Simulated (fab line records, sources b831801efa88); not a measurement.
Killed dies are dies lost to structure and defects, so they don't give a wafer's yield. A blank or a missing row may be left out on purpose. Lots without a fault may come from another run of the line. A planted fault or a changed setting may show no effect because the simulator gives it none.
Problem report in the 8D (eight disciplines) form, filled by code | flow sfq_line | the parts of the form that need people (team, actions taken, sign-off) are left out

1. THE PROBLEM
rf_fwd_power_W at SFQ_TRILAYER_I0_DEP_PECVD_027 reads a mean of 153.1 W on 9 wafers of 3 lots; wafers without a fault read 182.2 W with a standard deviation of 0.62. That is -47 standard deviations from the usual mean.
The step: deposits SiO2 from SiH4/N2O, time 111.11 s, target thk 500 nm.
First seen on wafer L491.1, day 15 01:26, on pecvd-02. The record holds 21 wafers of 7 lots with a number at this step. Rule for "out", or "out of limits": more than 4 standard deviations from the usual mean. The other wafers with a number count as sound.

2. WHAT IT IS AND WHAT IT IS NOT
question                    | is                     | is not
which readings at this step | rf_fwd_power_W         | throttle_valve_pct
which lots                  | L491, L492, L493       | L482, L483, L502, L503
which wafers of those lots  | all that have a number | -
read on which tools         | pecvd-02               | pecvd-03
when                        | from day 15 01:26      | up to then (6 sound wafers); but 6 sound wafers of L502, L503 came after

3. SUSPECTS, AND WHAT RULES EACH OUT
Counting: a tool at a process step up to the reading stays a suspect if it ran every lot that is out and no sound lot after the first of them.
- pecvd-02 at SFQ_TRILAYER_I0_DEP_PECVD_027 (deposits SiO2 from SiH4/N2O, time 111.11 s, target thk 500 nm): kept. It ran every lot that is out, first L491 (day 15 01:26), and no sound lot after that; its last sound lot up to then is L483 (day 12 12:33). Its own readings are out on those wafers: rf_fwd_power_W.
Left after counting: pecvd-02 at SFQ_TRILAYER_I0_DEP_PECVD_027.

4. THE CAUSE (what the simulator had put in)
Process parameter drift: pecvd-02, from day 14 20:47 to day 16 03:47, at SFQ_TRILAYER_I0_DEP_PECVD_027. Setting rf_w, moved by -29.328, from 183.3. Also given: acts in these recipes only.
Counting left only this tool.

5. THE CHAIN OF EFFECTS, in route order
Each row: a reading whose mean over the struck wafers that have a number lies more than 3 standard deviations from the usual. Only readings for which the record gives a usual standard deviation are gone through. hours: the time from each lot's start at the first step in this table that gives one to its start at this step, as a median over the lots. sigmas: the change in usual standard deviations.
hours | step                          | reading        | usual   | on struck wafers | change | sigmas
0     | SFQ_TRILAYER_I0_DEP_PECVD_027 | rf_fwd_power_W | 182.2 W | 153.1            | -29.1  | -47
The process steps in it:
- SFQ_TRILAYER_I0_DEP_PECVD_027: deposits SiO2 from SiH4/N2O, time 111.11 s, target thk 500 nm.
Later measuring or inspecting steps at which every struck wafer that the step has a row for has a number for every such reading, and none has moved that far: SFQ_I0_BOW_MEAS_907.

6. WHAT WOULD HAVE CAUGHT IT SOONER
In this record the first reading out of limits was taken at day 15 01:26, 5 hours after the fault began at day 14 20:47.
